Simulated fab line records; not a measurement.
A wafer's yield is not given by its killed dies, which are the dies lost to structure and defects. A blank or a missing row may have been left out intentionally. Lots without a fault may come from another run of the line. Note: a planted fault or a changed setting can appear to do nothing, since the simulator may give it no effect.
Which of the tools did it? / flow gf180mcu / 21 wafers sampled from 7 lots at 1 step of a route of 602

== WHAT THE GAUGES SHOWED, per wafer ==
GF_V5_THK_MEAS_01.
lot=L568; measured=day 27 01:55; on=film_metro-01; V5_CVD_00_THK (nm)=307 305 303
lot=L570; measured=day 27 15:03; on=film_metro-03; V5_CVD_00_THK (nm)=308 307 305
lot=L572; measured=day 28 08:13; on=film_metro-03; V5_CVD_00_THK (nm)=307 302 298
lot=L574; measured=day 28 23:09; on=film_metro-01; V5_CVD_00_THK (nm)=302 300 295
lot=L585; measured=day 32 04:10; on=film_metro-03; V5_CVD_00_THK (nm)=298 296 299
lot=L587; measured=day 32 16:00; on=film_metro-04; V5_CVD_00_THK (nm)=302 298 297
lot=L589; measured=day 33 00:58; on=film_metro-04; V5_CVD_00_THK (nm)=300 300 300

== EACH LOT AND THE TOOL THAT RAN IT (in order: tool; ch and the chambers of the sampled wafers; start) ==
There is no process step in the record ahead of these readings.

== THE ANSWER, worked out from the rows above alone ==
Rule: what is usual is taken from the lots themselves. The widest of any qualifying gaps counts: lots, ordered by their means at a reading, are off when they make up no more than a third of the lots, leave a main group of 4 or more, and stand apart from it by 3 or more times the standard deviation of that group's means. A main group whose means are all the same, to the digits that the tables above print for the reading, isn't used. Also off: a lot with no number at a reading for which 4 or more lots have one. Where the step has rows for the other lots, those lots are counted as sound.
Nothing can be told from this: no lot is off at any reading shown.

== WHAT THE SIMULATOR HAD INSERTED ==
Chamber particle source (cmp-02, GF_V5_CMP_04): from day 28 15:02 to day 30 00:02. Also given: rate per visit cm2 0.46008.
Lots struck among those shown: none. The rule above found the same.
